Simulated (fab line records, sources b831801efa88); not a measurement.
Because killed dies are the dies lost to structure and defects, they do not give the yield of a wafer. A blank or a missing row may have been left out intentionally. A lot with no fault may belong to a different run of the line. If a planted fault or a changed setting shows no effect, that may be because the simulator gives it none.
Which of the tools did it? | flow sfq-line | 7 lots with 21 wafers sampled at 3 steps, on a route of 325 steps

WHAT EACH GAUGE READ, for each wafer
SFQ_M4_RS_MEAS_924: the measuring method here is four-point-probe.
lot  | measured     | on            | M4_NB_RS (ohm/sq)
L137 | day 43 15:14 | film-metro-02 | 0.896 0.901 0.890
L140 | day 44 13:41 | film-metro-03 | 0.891 0.889 0.890
L143 | day 45 11:19 | film-metro-02 | 0.889 0.893 0.905
L146 | day 48 00:29 | film-metro-02 | 0.881 0.891 0.888
L150 | day 48 22:06 | film-metro-01 | 0.881 0.902 0.888
L155 | day 49 19:39 | film-metro-01 | 0.888 0.882 1.053 0.888 0.882 1.052
L159 | day 51 22:52 | film-metro-01 | 0.877 0.888 0.872

WHAT TOOL EACH LOT RAN ON (gives the tool, then ch and the chambers of the sampled wafers, and finally the start)
lot  | SFQ_TRILAYER_I2_CMP_CMP_064   | SFQ_TRILAYER_M4_DEP_SPUTTER_091
L137 | cmp-01 ch 0,1,2, day 30 20:05 | pvd-sputter-04, day 43 15:09
L140 | cmp-01 ch 0,2,3, day 31 20:47 | pvd-sputter-04, day 44 13:36
L143 | cmp-01 ch 0,1,2, day 33 15:47 | pvd-sputter-05, day 45 11:12
L146 | cmp-02 ch 0,1, day 35 03:09   | pvd-sputter-04, day 48 00:24
L150 | cmp-02 ch 0,1, day 37 06:09   | pvd-sputter-05, day 48 21:59
L155 | cmp-01 ch 0,3, day 38 00:05   | pvd-sputter-04, day 49 19:31
L159 | cmp-02 ch 0,3, day 40 09:09   | pvd-sputter-06, day 51 22:46
- SFQ_TRILAYER_I2_CMP_CMP_064: polishes SiO2.
- SFQ_TRILAYER_M4_DEP_SPUTTER_091: material Nb, target thk 200 nm, time 133.3 s.

THE ANSWER, worked out from the rows above alone
Rule: what is usual is taken from the lots themselves. The widest of any qualifying gaps counts: lots, ordered by their means at a reading, are off when they make up no more than a third of the lots, leave a main group of 4 or more, and stand apart from it by 3 or more times the standard deviation of that group's means. A main group whose means are all the same, to the digits that the tables above print for the reading, isn't used. A lot without any number at a reading at which 4 lots or more have one is off too. The other lots that the step has rows for count as sound.
Off: L155, seen at SFQ_M4_RS_MEAS_924 (M4_NB_RS). For the main group the mean is 0.890 ohm/sq and the standard deviation 0.0057.
A tool fits if, at a process step before that reading, it ran every lot that is off, and no sound lot after the first of them. The gauges at SFQ_M4_RS_MEAS_924 are tried like those tools. Can't be told from this: 2 tools fit, cmp-01 at SFQ_TRILAYER_I2_CMP_CMP_064, pvd-sputter-04 at SFQ_TRILAYER_M4_DEP_SPUTTER_091.

WHAT THE SIMULATOR PUT IN
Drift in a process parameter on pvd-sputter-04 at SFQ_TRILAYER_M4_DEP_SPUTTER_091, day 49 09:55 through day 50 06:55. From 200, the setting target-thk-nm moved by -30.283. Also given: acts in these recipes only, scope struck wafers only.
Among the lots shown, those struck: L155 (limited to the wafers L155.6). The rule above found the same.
